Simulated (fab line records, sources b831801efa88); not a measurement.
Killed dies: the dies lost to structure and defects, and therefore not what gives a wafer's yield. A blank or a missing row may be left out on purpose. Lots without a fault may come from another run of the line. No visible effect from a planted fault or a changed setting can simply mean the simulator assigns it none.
fab line records	flow sky130
[record] lots = 24	wafers = 72	lastDay = 51
route steps=708 shown LOCAL_INTERCONNECT@401 METAL1@435 METAL2@487 METAL3@536 CAPM@550
lots that met no fault: from a run of the same line without faults
startH: hours from the record's opening day to when the first of the lot's shown wafers began	waitH: time in hours since the lot's previous step	" the same as in the row above	L1.1+2: one row covering several wafers at once	- no value, or no start was given	* or withheld: withheld	< > ~ a bound
route shown NAME@n: names a module that has steps shown in the file, with the first one's number in the route	usual: mean/standard deviation taken from wafers without a fault	same: alike in all rows	chamber/n: place in a boat	sites: each site's reading	_std_site: standard deviation across them	_edge_site: mean of outer sites minus mean of inner sites	radiusMm: how far each site lies from the wafer's centre	mask NAME#n: copy n	behind: tool/chamber where the wafer was last shaped	hold: reason for holding the lot/hours on hold/outcome of the hold	device: the n, p or np transistor that did not switch	end of line: at the end of the route, the tests of the same wafers	a step with no rows: only its recipe	killed: the dies lost at the first sort to structure and to defects; this is not the yield of the wafer	map: the dies of a wafer, with x for killed, . for not killed, _ for no die there
set.NAME: the run value of the setting; set.NAME@STEP: its run value at that earlier step	model.NAME: the simulator's own value behind a step, which no gauge read
a sample of lots followed through the steps of the route, with each step as a table and each wafer as a row
services: when a tool's chamber went out of use (startH, in hours from the record's first day, below 0 if earlier), for how many hours, and the reason
[[steps]]
[step SKY_LOCAL_INTERCONNECT_METAL_ETCH_14]
[recipe] targetDepthNm = 110	stopOn = PSG	chemistry = Cl2/BCl3	target = TiN	resistSidewallDeg = 88	pressureMtorr = 10	icpW = 900	biasW = 48.5	Cl2_flow_sccm = 60	bcl3FlowSccm = 30	timeS = 31.4
[usual] drypumpMotorCurrentA = 5.8/0.42	oesProductAu = 0.943/0.007	rfFwdPowerW = 889/4.4	throttleValvePct = 21.899/0.0098
lot.wafer	tool	chamber	startH	waitH	drypumpMotorCurrentA	oesProductAu	rfFwdPowerW	rfHoursCounterH	throttleValvePct
L074.2	rieMetal-02	0	693.93	0.0	5.3	0.930	894	0	21.892
L074.3	"	0	"	"	5.3	0.947	896	-	21.896
L074.5	"	1	"	"	5.1	0.932	893	-	21.913
L075.1	rieMetal-04	1	714.29	0.1	6.3	0.958	881	10	21.908
L075.3	"	1	"	"	6.3	0.955	884	-	21.888
L075.6	"	1	"	"	6.3	0.952	885	-	21.904
L076.4	rieMetal-02	0	717.54	0.1	5.3	0.941	893	-	21.896
L076.5	"	0	"	"	5.3	0.950	895	-	21.900
L076.6	"	0	"	"	5.3	0.943	897	-	21.930
L077.1	rieMetal-04	0	723.92	0.0	6.1	0.942	887	0	21.899
L077.5	"	1	"	"	6.3	0.941	888	-	21.893
L077.6	"	0	"	"	6.1	0.943	890	-	21.890
L078.1	rieMetal-04	1	734.42	0.0	6.3	0.943	891	11	21.890
L078.3	"	1	"	"	6.3	0.943	890	-	21.904
L078.5	"	0	"	"	6.1	0.940	887	-	21.900
L079.1	rieMetal-01	1	746.72	0.0	6.1	0.943	884	3	21.904
L079.2	"	0	"	"	5.7	0.948	896	12	21.909
L079.3	"	0	"	"	5.7	0.943	899	-	21.886
L082.1	rieMetal-04	1	766.44	0.0	6.3	0.938	886	12	21.892
L082.4	"	1	"	"	6.2	0.942	885	-	21.902
L082.5	"	1	"	"	6.3	0.933	886	-	21.923
L081.2	rieMetal-01	0	768.59	0.0	5.7	0.945	893	13	21.892
L081.3	"	1	"	"	6.1	0.947	879	-	21.909
L081.6	"	0	"	"	5.7	0.947	897	-	21.904
L080.3	rieMetal-02	0	769.31	0.0	5.3	0.943	890	-	21.911
L080.5	"	0	"	"	5.3	0.935	890	-	21.905
L080.6	"	1	"	"	5.1	0.943	893	-	21.903
L083.2	rieMetal-04	1	781.64	0.0	6.3	0.953	886	13	21.881
L083.3	"	0	"	"	6.1	0.950	890	-	21.885
L083.4	"	1	"	"	6.3	0.940	885	-	21.915
L084.2	rieMetal-02	0	790.34	0.0	5.3	0.942	892	4	21.910
L084.5	"	0	"	"	5.3	0.944	891	-	21.890
L084.6	"	1	"	"	5.1	0.942	889	-	21.897
L085.1	rieMetal-04	0	793.19	0.0	6.1	0.938	890	3	21.902
L085.4	"	0	"	"	6.1	0.941	889	-	21.892
L085.6	"	1	"	"	6.2	0.936	888	-	21.911
L086.2	rieMetal-01	1	801.34	0.0	6.1	0.952	887	5	21.886
L086.4	"	1	"	"	6.1	0.942	889	-	21.911
L086.5	"	1	"	"	6.1	0.936	887	-	21.908
L087.1	rieMetal-04	1	805.32	0.0	6.3	0.950	886	14	21.901
L087.2	"	0	"	"	6.1	0.940	889	3	21.905
L087.5	"	1	"	"	6.2	0.941	883	-	21.896
L088.1	rieMetal-01	0	812.62	0.0	5.7	0.945	898	14	21.890
L088.3	"	1	"	"	6.1	0.929	886	-	21.909
L088.5	"	1	"	"	6.1	0.943	881	-	21.887
L089.3	rieMetal-04	0	822.26	0.0	6.1	0.937	889	-	21.909
L089.4	"	1	"	"	6.3	0.952	887	-	21.883
L089.5	"	0	"	"	6.1	0.942	887	-	21.894
L090.1	rieMetal-02	1	834.98	0.0	5.1	0.952	890	4	21.884
L090.2	"	0	"	"	5.3	0.954	891	6	21.892
L090.3	"	1	"	"	5.2	0.949	894	-	21.898
L091.1	rieMetal-02	1	838.52	0.0	5.2	0.950	893	4	21.895
L091.3	"	0	"	"	5.3	0.959	892	-	21.890
L091.6	"	1	"	"	5.2	0.957	889	-	21.896
L092.1	rieMetal-01	0	841.69	0.0	5.6	0.937	888	15	21.890
L092.2	"	1	"	"	6.1	0.932	885	6	21.898
L092.6	"	0	"	"	5.6	0.932	891	-	21.905
L093.1	rieMetal-04	1	848.88	0.0	6.3	0.948	883	16	21.893
L093.2	"	0	"	"	6.1	0.956	888	5	21.901
L093.4	"	0	"	"	6.1	0.941	888	-	21.891
L094.1	rieMetal-01	0	854.03	0.0	5.7	0.948	892	15	21.885
L094.3	"	1	"	"	6.1	0.945	887	-	21.891
L094.5	"	0	"	"	5.6	0.947	897	-	21.899
L095.1	rieMetal-01	1	858.33	0.0	6.1	0.938	883	7	21.899
L095.2	"	0	"	"	5.7	0.940	893	16	21.897
L095.6	"	0	"	"	5.7	0.948	897	-	21.888
L096.1	rieMetal-01	1	873.63	0.0	6.1	0.939	883	7	21.894
L096.2	"	0	"	"	5.7	0.937	897	16	21.887
L096.5	"	0	"	"	5.6	0.936	894	-	21.895
L097.2	rieMetal-02	0	902.29	0.0	5.3	0.944	891	9	21.904
L097.3	"	0	"	"	5.3	0.956	894	-	21.880
L097.5	"	1	"	"	5.1	0.946	891	-	21.914
[step SKY_METAL1_SPUTTER_01]
[recipe] material = TiN	targetThkNm = 20	powerW = 6500	timeS = 16.7	chamberPressurePa = 0.4
[usual] throttleValvePct = 30.0/0.96
lot.wafer	tool	chamber	startH	waitH	throttleValvePct
L074.2	pvdSputter-03	-	725.05	0.0	29.4
L074.3	"	-	"	"	29.4
L074.5	"	-	"	"	29.3
L075.1	pvdSputter-01	-	744.86	0.0	31.0
L075.3	"	-	"	"	30.6
L075.6	"	-	"	"	29.7
L076.4	pvdSputter-01	-	747.50	0.0	31.4
L076.5	"	-	"	"	30.9
L076.6	"	-	"	"	30.6
L077.1	pvdSputter-01	-	755.55	0.0	30.8
L077.5	"	-	"	"	30.9
L077.6	"	-	"	"	30.4
L078.1	pvdSputter-03	-	765.25	0.0	29.2
L078.3	"	-	"	"	29.7
L078.5	"	-	"	"	28.6
L079.1	pvdSputter-01	-	776.34	0.0	30.5
L079.2	"	-	"	"	31.0
L079.3	"	-	"	"	31.2
L082.1	pvdSputter-04	-	795.72	0.0	31.1
L082.4	"	-	"	"	32.4
L082.5	"	-	"	"	32.6
L081.2	pvdSputter-01	-	797.13	0.0	29.8
L081.3	"	-	"	"	30.5
L081.6	"	-	"	"	30.3
L080.3	pvdSputter-04	-	798.20	0.0	32.7
L080.5	"	-	"	"	29.1
L080.6	"	-	"	"	29.2
L083.2	pvdSputter-03	-	810.34	0.0	29.8
L083.3	"	-	"	"	28.7
L083.4	"	-	"	"	29.6
L084.2	pvdSputter-01	-	820.17	0.0	30.8
L084.5	"	-	"	"	31.0
L084.6	"	-	"	"	30.0
L085.1	pvdSputter-04	-	822.08	0.0	29.2
L085.4	"	-	"	"	29.4
L085.6	"	-	"	"	29.0
L086.2	pvdSputter-04	-	830.59	0.0	30.8
L086.4	"	-	"	"	29.3
L086.5	"	-	"	"	29.1
L087.1	pvdSputter-04	-	834.51	0.0	29.4
L087.2	"	-	"	"	30.7
L087.5	"	-	"	"	29.2
L088.1	pvdSputter-04	-	841.66	0.0	29.2
L088.3	"	-	"	"	30.4
L088.5	"	-	"	"	30.7
L089.3	pvdSputter-04	-	851.07	0.0	29.5
L089.4	"	-	"	"	32.7
L089.5	"	-	"	"	29.2
L090.1	pvdSputter-03	-	863.08	0.0	29.6
L090.2	"	-	"	"	29.8
L090.3	"	-	"	"	28.8
L091.1	pvdSputter-03	-	867.36	0.0	29.1
L091.3	"	-	"	"	29.3
L091.6	"	-	"	"	29.4
L092.1	pvdSputter-03	-	870.41	0.0	28.9
L092.2	"	-	"	"	29.7
L092.6	"	-	"	"	29.4
L093.1	pvdSputter-01	-	877.55	0.0	31.2
L093.2	"	-	"	"	29.9
L093.4	"	-	"	"	30.7
L094.1	pvdSputter-03	-	882.79	0.0	29.2
L094.3	"	-	"	"	29.4
L094.5	"	-	"	"	28.9
L095.1	pvdSputter-01	-	887.25	0.0	30.4
L095.2	"	-	"	"	30.9
L095.6	"	-	"	"	31.3
L096.1	pvdSputter-03	-	901.39	0.0	29.3
L096.2	"	-	"	"	29.0
L096.5	"	-	"	"	29.4
L097.2	pvdSputter-01	-	930.26	0.0	30.5
L097.3	"	-	"	"	30.9
L097.5	"	-	"	"	30.5
[step SKY_METAL1_ETCH_18]
[recipe] chemistry = N2/H2	target = BARC	ionEnergyEv = 200	biasW = 100	pressureMtorr = 30	n2FlowSccm = 100	h2FlowSccm = 200	icpW = 500	stopOn = SiO2	timeS = 45.9	targetDepthA = 600
[usual] drypumpMotorCurrentA = 5.4/0.35	oesProductAu = 0.855/0.0049	rfFwdPowerW = 495.9/2.1	throttleValvePct = 13.224/0.0092
lot.wafer	tool	chamber	startH	waitH	drypumpMotorCurrentA	oesProductAu	rfFwdPowerW	rfHoursCounterH	throttleValvePct
L074.2	rieMetal-01	1	753.56	0.0	6.1	0.861	492.9	3	13.215
L074.3	"	1	"	"	6.1	0.856	492.6	-	13.222
L074.5	"	1	"	"	6.1	0.854	492.1	-	13.219
L075.1	rieMetal-03	0	771.77	0.1	5.0	0.845	495.8	1	13.225
L075.3	"	0	"	"	5.1	0.854	497.4	-	13.221
L075.6	"	0	"	"	5.1	0.852	497.0	-	13.220
L076.4	rieMetal-03	0	775.27	0.1	5.1	0.865	496.9	-	13.227
L076.5	"	0	"	"	5.1	0.864	497.7	-	13.218
L076.6	"	0	"	"	5.1	0.849	495.7	-	13.237
L077.1	rieMetal-02	1	782.69	0.0	5.1	0.852	497.5	2	13.214
L077.5	"	0	"	"	5.3	0.859	497.8	-	13.208
L077.6	"	1	"	"	5.1	0.859	497.3	-	13.209
L078.1	rieMetal-01	0	792.29	0.0	5.7	0.851	496.5	13	13.242
L078.3	"	1	"	"	6.1	0.849	494.2	-	13.240
L078.5	"	0	"	"	5.7	0.847	494.0	-	13.228
L079.1	rieMetal-01	0	803.19	0.0	5.7	0.854	500.6	14	13.228
L079.2	"	1	"	"	6.1	0.855	497.3	5	13.222
L079.3	"	1	"	"	6.1	0.848	495.9	-	13.239
L082.1	rieMetal-03	1	823.39	0.0	5.5	0.853	497.2	0	13.244
L082.4	"	1	"	"	5.5	0.844	495.2	-	13.215
L082.5	"	0	"	"	5.0	0.853	493.8	-	13.205
L081.2	rieMetal-02	1	824.07	0.0	5.1	0.860	494.8	4	13.216
L081.3	"	1	"	"	5.1	0.862	493.5	-	13.229
L081.6	"	0	"	"	5.3	0.856	495.7	-	13.232
L080.3	rieMetal-01	0	825.59	0.0	5.7	0.849	498.8	-	13.235
L080.5	"	1	"	"	6.1	0.853	492.7	-	13.221
L080.6	"	0	"	"	5.7	0.853	497.6	-	13.224
L083.2	rieMetal-03	0	837.62	0.0	5.0	0.851	491.5	4	13.208
L083.3	"	1	"	"	5.5	0.850	494.7	-	13.228
L083.4	"	0	"	"	5.0	0.863	493.7	-	13.221
L084.2	rieMetal-03	0	846.47	0.0	5.1	0.856	494.0	4	13.220
L084.5	"	1	"	"	5.5	0.854	499.0	-	13.225
L084.6	"	0	"	"	5.0	0.851	494.0	-	13.227
L085.1	rieMetal-03	1	848.49	0.0	5.5	0.851	495.1	1	13.227
L085.4	"	1	"	"	5.5	0.849	497.4	-	13.231
L085.6	"	0	"	"	5.1	0.858	494.6	-	13.217
L086.2	rieMetal-02	0	856.59	0.0	5.3	0.854	495.2	7	13.236
L086.4	"	1	"	"	5.1	0.864	497.0	-	13.221
L086.5	"	0	"	"	5.3	0.850	494.5	-	13.221
L087.1	rieMetal-03	0	860.47	0.0	5.1	0.858	494.4	5	13.236
L087.2	"	1	"	"	5.5	0.855	497.2	2	13.228
L087.5	"	0	"	"	5.1	0.848	493.2	-	13.228
L088.1	rieMetal-03	0	868.69	0.0	5.1	0.856	495.0	5	13.230
L088.3	"	1	"	"	5.5	0.855	496.6	-	13.228
L088.5	"	1	"	"	5.5	0.862	497.6	-	13.234
L089.3	rieMetal-02	1	877.12	0.0	5.1	0.851	495.7	-	13.226
L089.4	"	0	"	"	5.3	0.859	495.5	-	13.215
L089.5	"	1	"	"	5.1	0.858	496.9	-	13.239
L090.1	rieMetal-02	0	888.99	0.0	5.3	0.853	494.1	8	13.217
L090.2	"	1	"	"	5.2	0.861	497.9	6	13.226
L090.3	"	1	"	"	5.1	0.852	498.6	-	13.227
L091.1	rieMetal-03	0	892.99	0.0	5.1	0.852	493.2	7	13.222
L091.3	"	0	"	"	5.1	0.849	492.2	-	13.223
L091.6	"	0	"	"	5.1	0.845	495.7	-	13.216
L092.1	rieMetal-02	1	896.94	0.0	5.1	0.848	497.3	6	13.251
L092.2	"	0	"	"	5.3	0.859	495.6	8	13.211
L092.6	"	1	"	"	5.1	0.848	496.7	-	13.215
L093.1	rieMetal-01	1	902.98	0.1	6.1	0.852	493.7	8	13.219
L093.2	"	1	"	"	6.1	0.855	494.2	-	13.227
L093.4	"	1	"	"	6.1	0.857	497.7	-	13.217
L094.1	rieMetal-03	1	908.64	0.0	5.5	0.850	496.0	4	13.232
L094.3	"	0	"	"	5.1	0.854	497.0	-	13.229
L094.5	"	0	"	"	5.1	0.864	497.7	-	13.219
L095.1	rieMetal-02	1	913.33	0.1	5.2	0.856	497.5	7	13.209
L095.2	"	1	"	"	5.2	0.853	497.3	-	13.239
L095.6	"	1	"	"	5.2	0.855	496.8	-	13.232
L096.1	rieMetal-01	1	926.34	0.0	6.1	0.856	490.0	10	13.229
L096.2	"	0	"	"	5.7	0.849	498.9	0	13.233
L096.5	"	1	"	"	6.1	0.854	491.4	-	13.229
L097.2	rieMetal-02	1	954.64	0.0	5.1	0.858	496.5	8	13.226
L097.3	"	1	"	"	5.1	0.857	497.3	-	13.233
L097.5	"	1	"	"	5.1	0.862	497.7	-	13.218
[step SKY_METAL2_SPUTTER_04]
[recipe] material = TiN	targetThkNm = 70	powerW = 6500	timeS = 58.3	chamberPressurePa = 0.4
[usual] throttleValvePct = 30.3/1
lot.wafer	tool	chamber	startH	waitH	throttleValvePct
L074.2	pvdSputter-01	-	783.65	0.0	30.7
L074.3	"	-	"	"	31.1
L074.5	"	-	"	"	31.1
L075.1	pvdSputter-01	-	801.21	0.0	30.8
L075.3	"	-	"	"	30.6
L075.6	"	-	"	"	31.1
L076.4	pvdSputter-02	-	804.96	0.0	29.5
L076.5	"	-	"	"	30.3
L076.6	"	-	"	"	29.2
L077.1	pvdSputter-04	-	812.12	0.0	30.8
L077.5	"	-	"	"	29.1
L077.6	"	-	"	"	29.3
L078.1	pvdSputter-04	-	821.37	0.0	29.3
L078.3	"	-	"	"	32.5
L078.5	"	-	"	"	29.0
L079.1	pvdSputter-04	-	833.15	0.0	29.1
L079.2	"	-	"	"	30.7
L079.3	"	-	"	"	28.8
L082.1	pvdSputter-01	-	851.99	0.0	30.0
L082.4	"	-	"	"	31.3
L082.5	"	-	"	"	30.9
L081.2	pvdSputter-04	-	853.37	0.0	29.1
L081.3	"	-	"	"	32.8
L081.6	"	-	"	"	32.4
L080.3	pvdSputter-01	-	854.29	0.0	30.7
L080.5	"	-	"	"	30.2
L080.6	"	-	"	"	31.1
L083.2	pvdSputter-01	-	865.74	0.0	30.4
L083.3	"	-	"	"	30.8
L083.4	"	-	"	"	29.9
L084.2	pvdSputter-02	-	874.72	0.0	29.3
L084.5	"	-	"	"	29.4
L084.6	"	-	"	"	30.1
L085.1	pvdSputter-02	-	877.78	0.0	29.1
L085.4	"	-	"	"	30.1
L085.6	"	-	"	"	29.8
L086.2	pvdSputter-04	-	885.74	0.0	30.9
L086.4	"	-	"	"	32.5
L086.5	"	-	"	"	32.6
L087.1	pvdSputter-02	-	889.15	0.0	30.0
L087.2	"	-	"	"	29.9
L087.5	"	-	"	"	30.1
L088.1	pvdSputter-04	-	896.68	0.0	29.0
L088.3	"	-	"	"	29.1
L088.5	"	-	"	"	32.8
L089.3	pvdSputter-04	-	906.15	0.0	29.1
L089.4	"	-	"	"	29.2
L089.5	"	-	"	"	30.8
L090.1	pvdSputter-04	-	916.90	0.0	29.2
L090.2	"	-	"	"	30.8
L090.3	"	-	"	"	29.4
L091.1	pvdSputter-02	-	920.91	0.0	29.3
L091.3	"	-	"	"	29.8
L091.6	"	-	"	"	29.7
L092.1	pvdSputter-02	-	923.83	0.0	30.2
L092.2	"	-	"	"	29.8
L092.6	"	-	"	"	30.1
L093.1	pvdSputter-04	-	930.89	0.0	29.3
L093.2	"	-	"	"	32.9
L093.4	"	-	"	"	30.6
L094.1	pvdSputter-01	-	935.84	0.0	30.8
L094.3	"	-	"	"	29.9
L094.5	"	-	"	"	30.9
L095.1	pvdSputter-01	-	940.95	0.0	31.1
L095.2	"	-	"	"	30.8
L095.6	"	-	"	"	30.5
L096.1	pvdSputter-01	-	952.78	0.0	29.8
L096.2	"	-	"	"	31.4
L096.5	"	-	"	"	30.0
L097.2	pvdSputter-04	-	990.24	0.0	29.4
L097.3	"	-	"	"	30.7
L097.5	"	-	"	"	32.5
[step SKY_METAL3_SPUTTER_04]
[recipe] material = TiN	targetThkNm = 70	powerW = 6500	timeS = 58.3	chamberPressurePa = 0.4
[usual] throttleValvePct = 30.1/1.1
lot.wafer	tool	chamber	startH	waitH	throttleValvePct
L074.2	pvdSputter-01	-	840.02	0.0	31.1
L074.3	"	-	"	"	30.4
L074.5	"	-	"	"	29.8
L075.1	pvdSputter-04	-	856.93	0.0	31.0
L075.3	"	-	"	"	28.9
L075.6	"	-	"	"	29.1
L076.4	pvdSputter-01	-	860.84	0.0	30.5
L076.5	"	-	"	"	30.0
L076.6	"	-	"	"	30.9
L077.1	pvdSputter-01	-	867.77	0.0	31.1
L077.5	"	-	"	"	30.0
L077.6	"	-	"	"	31.1
L078.1	pvdSputter-03	-	875.60	0.0	29.1
L078.3	"	-	"	"	28.6
L078.5	"	-	"	"	28.9
L079.1	pvdSputter-03	-	887.89	0.0	28.9
L079.2	"	-	"	"	29.6
L079.3	"	-	"	"	28.6
L082.1	pvdSputter-03	-	905.86	0.0	28.8
L082.4	"	-	"	"	29.1
L082.5	"	-	"	"	29.1
L081.2	pvdSputter-03	-	907.25	0.0	28.5
L081.3	"	-	"	"	29.3
L081.6	"	-	"	"	29.5
L080.3	pvdSputter-04	-	907.91	0.0	32.5
L080.5	"	-	"	"	29.1
L080.6	"	-	"	"	32.7
L083.2	pvdSputter-03	-	919.65	0.0	29.7
L083.3	"	-	"	"	29.4
L083.4	"	-	"	"	29.7
L084.2	pvdSputter-01	-	927.60	0.0	30.5
L084.5	"	-	"	"	30.5
L084.6	"	-	"	"	30.9
L085.1	pvdSputter-03	-	931.27	0.0	29.0
L085.4	"	-	"	"	29.4
L085.6	"	-	"	"	29.0
L086.2	pvdSputter-01	-	939.16	0.0	31.2
L086.4	"	-	"	"	29.9
L086.5	"	-	"	"	31.2
L087.1	pvdSputter-04	-	942.67	0.0	32.7
L087.2	"	-	"	"	30.6
L087.5	"	-	"	"	30.7
L088.1	pvdSputter-04	-	948.39	0.0	30.7
L088.3	"	-	"	"	28.9
L088.5	"	-	"	"	29.3
L089.3	pvdSputter-04	-	957.76	0.0	29.5
L089.4	"	-	"	"	32.5
L089.5	"	-	"	"	29.0
L090.1	pvdSputter-01	-	969.49	0.0	31.2
L090.2	"	-	"	"	29.9
L090.3	"	-	"	"	30.9
L091.1	pvdSputter-03	-	973.65	0.0	28.6
L091.3	"	-	"	"	29.5
L091.6	"	-	"	"	29.5
L092.1	pvdSputter-04	-	973.95	0.0	29.2
L092.2	"	-	"	"	32.8
L092.6	"	-	"	"	30.8
L093.1	pvdSputter-01	-	990.71	0.0	30.9
L093.2	"	-	"	"	31.2
L093.4	"	-	"	"	30.4
L094.1	pvdSputter-01	-	993.19	0.0	31.4
L094.3	"	-	"	"	31.1
L094.5	"	-	"	"	30.2
L095.1	pvdSputter-01	-	996.91	0.0	30.4
L095.2	"	-	"	"	29.9
L095.6	"	-	"	"	31.2
L096.1	pvdSputter-01	-	999.62	0.0	30.1
L096.2	"	-	"	"	31.0
L096.5	"	-	"	"	31.1
L097.2	pvdSputter-03	-	1039.39	0.0	29.0
L097.3	"	-	"	"	29.4
L097.5	"	-	"	"	29.1
[step SKY_CAPM_METAL_ETCH_13]
[recipe] targetDepthNm = 220	stopOn = SiO2	chemistry = Cl2/BCl3	target = TiN	pressureMtorr = 10	icpW = 900	biasW = 48.5	Cl2_flow_sccm = 60	bcl3FlowSccm = 30	timeS = 62.9
[usual] drypumpMotorCurrentA = 5.7/0.46	oesProductAu = 0.939/0.0078	rfFwdPowerW = 893/3.5	throttleValvePct = 21.903/0.01
lot.wafer	tool	chamber	startH	waitH	drypumpMotorCurrentA	oesProductAu	rfFwdPowerW	rfHoursCounterH	throttleValvePct
L074.2	rieMetal-04	1	865.82	0.0	6.3	0.946	888	17	21.896
L074.3	"	1	"	"	6.3	0.951	888	-	21.890
L074.5	"	1	"	"	6.3	0.948	892	-	21.911
L075.1	rieMetal-03	1	883.02	0.0	5.5	0.937	892	3	21.915
L075.3	"	0	"	"	5.0	0.924	887	-	21.900
L075.6	"	1	"	"	5.5	0.940	894	-	21.917
L076.4	rieMetal-03	0	886.40	0.0	5.0	0.943	891	-	21.912
L076.5	"	0	"	"	5.0	0.935	891	-	21.898
L076.6	"	1	"	"	5.5	0.940	898	-	21.896
L077.1	rieMetal-01	1	893.14	0.0	6.1	0.937	889	8	21.930
L077.5	"	0	"	"	5.7	0.940	895	-	21.893
L077.6	"	1	"	"	6.1	0.941	887	-	21.917
L078.1	rieMetal-04	1	901.34	0.0	6.3	0.926	894	0	21.912
L078.3	"	0	"	"	6.1	0.935	894	-	21.889
L078.5	"	0	"	"	6.1	0.931	893	-	21.903
L079.1	rieMetal-03	0	913.44	0.0	5.1	0.937	892	8	21.904
L079.2	"	0	"	"	5.0	0.939	893	-	21.889
L079.3	"	0	"	"	5.1	0.932	898	-	21.904
L082.1	rieMetal-04	1	930.57	0.0	6.3	0.944	890	2	21.899
L082.4	"	1	"	"	6.3	0.937	888	-	21.894
L082.5	"	1	"	"	6.2	0.935	886	-	21.884
L081.2	rieMetal-03	0	931.39	0.0	5.0	0.933	888	9	21.904
L081.3	"	0	"	"	5.0	0.945	886	-	21.902
L081.6	"	1	"	"	5.5	0.937	894	-	21.914
L080.3	rieMetal-01	0	932.40	0.0	5.6	0.934	897	-	21.902
L080.5	"	0	"	"	5.6	0.936	892	-	21.914
L080.6	"	1	"	"	6.1	0.939	893	-	21.917
L083.2	rieMetal-04	1	944.09	0.0	6.3	0.953	888	2	21.903
L083.3	"	1	"	"	6.3	0.954	891	-	21.894
L083.4	"	0	"	"	6.1	0.941	890	-	21.905
L084.2	rieMetal-04	0	951.52	0.0	6.1	0.945	893	11	21.907
L084.5	"	0	"	"	6.1	0.932	891	-	21.918
L084.6	"	1	"	"	6.3	0.941	888	-	21.912
L085.1	rieMetal-03	1	955.42	0.0	5.5	0.925	896	6	21.897
L085.4	"	1	"	"	5.5	0.935	896	-	21.896
L085.6	"	0	"	"	5.0	0.945	890	-	21.894
L086.2	rieMetal-03	1	962.99	0.0	5.5	0.950	892	6	21.903
L086.4	"	1	"	"	5.5	0.952	896	-	21.891
L086.5	"	0	"	"	5.0	0.942	892	-	21.899
L087.1	rieMetal-03	0	965.69	0.0	5.0	0.931	891	11	21.892
L087.2	"	1	"	"	5.5	0.936	895	6	21.909
L087.5	"	0	"	"	5.1	0.938	889	-	21.903
L088.1	rieMetal-01	0	969.79	0.0	5.7	0.911	895	3	21.909
L088.3	"	0	"	"	5.6	0.936	898	-	21.908
L088.5	"	1	"	"	6.1	0.921	890	-	21.890
L089.3	rieMetal-03	0	978.12	0.0	5.1	0.935	890	-	21.893
L089.4	"	1	"	"	5.5	0.939	898	-	21.896
L089.5	"	1	"	"	5.5	0.951	896	-	21.900
L090.1	rieMetal-03	0	992.22	0.0	5.0	0.951	887	12	21.884
L090.2	"	1	"	"	5.5	0.942	896	7	21.912
L090.3	"	1	"	"	5.5	0.936	892	-	21.895
L091.1	rieMetal-04	1	997.24	0.0	6.3	0.938	890	6	21.899
L091.3	"	0	"	"	6.1	0.936	896	-	21.928
L091.6	"	1	"	"	6.3	0.932	891	-	21.916
L092.1	rieMetal-04	0	997.72	0.0	6.1	0.948	892	12	21.896
L092.2	"	1	"	"	6.3	0.932	886	6	21.892
L092.6	"	1	"	"	6.3	0.929	890	-	21.901
L093.1	rieMetal-01	0	1013.59	0.0	5.7	0.934	896	4	21.904
L093.2	"	1	"	"	6.1	0.942	893	13	21.895
L093.4	"	0	"	"	5.7	0.941	901	-	21.909
L094.1	rieMetal-03	0	1015.94	0.0	5.0	0.945	897	13	21.887
L094.3	"	0	"	"	5.1	0.951	890	-	21.892
L094.5	"	0	"	"	5.0	0.953	896	-	21.896
L095.1	rieMetal-03	0	1019.89	0.0	5.0	0.933	890	13	21.909
L095.2	"	1	"	"	5.5	0.947	891	9	21.900
L095.6	"	0	"	"	5.0	0.931	891	-	21.912
L096.1	rieMetal-04	1	1022.22	0.0	6.3	0.946	891	8	21.881
L096.2	"	0	"	"	6.1	0.939	895	14	21.914
L096.5	"	1	"	"	6.3	0.942	889	-	21.894
L097.2	rieMetal-01	1	1061.69	0.0	6.1	0.940	890	16	21.902
L097.3	"	1	"	"	6.1	0.946	888	-	21.869
L097.5	"	1	"	"	6.1	0.931	888	-	21.892
[[services]]
tool	chamber	startH	hours	kind
pvdSputter-04	-	679.68	14.6	repair
pvdSputter-04	-	711.64	2.6	repair
pvdSputter-04	-	742.45	4.5	repair
rieMetal-02	-	760.79	2.8	pm
rieMetal-03	1	766.16	9.4	repair
pvdSputter-01	-	778.43	4.8	repair
rieMetal-03	0	817.27	5.3	repair
rieMetal-04	0	822.93	5.7	repair
rieMetal-04	-	825.52	2.4	repair
pvdSputter-01	-	830.32	6.7	repair
pvdSputter-01	-	848.58	1.0	repair
pvdSputter-03	-	849.68	2.0	repair
pvdSputter-01	-	853.10	0.7	repair
rieMetal-04	-	869.15	0.3	repair
pvdSputter-01	-	882.44	2.7	repair
rieMetal-02	0	905.12	13.0	repair
rieMetal-03	1	909.85	18.4	repair
rieMetal-02	1	915.07	13.8	repair
rieMetal-04	0	954.30	8.3	repair
rieMetal-03	-	963.72	1.4	pm
pvdSputter-01	-	973.24	4.6	repair
pvdSputter-03	-	977.63	3.7	repair
rieMetal-01	-	994.84	14.6	pm
pvdSputter-04	-	998.61	2.4	repair
[[key]]
fault none
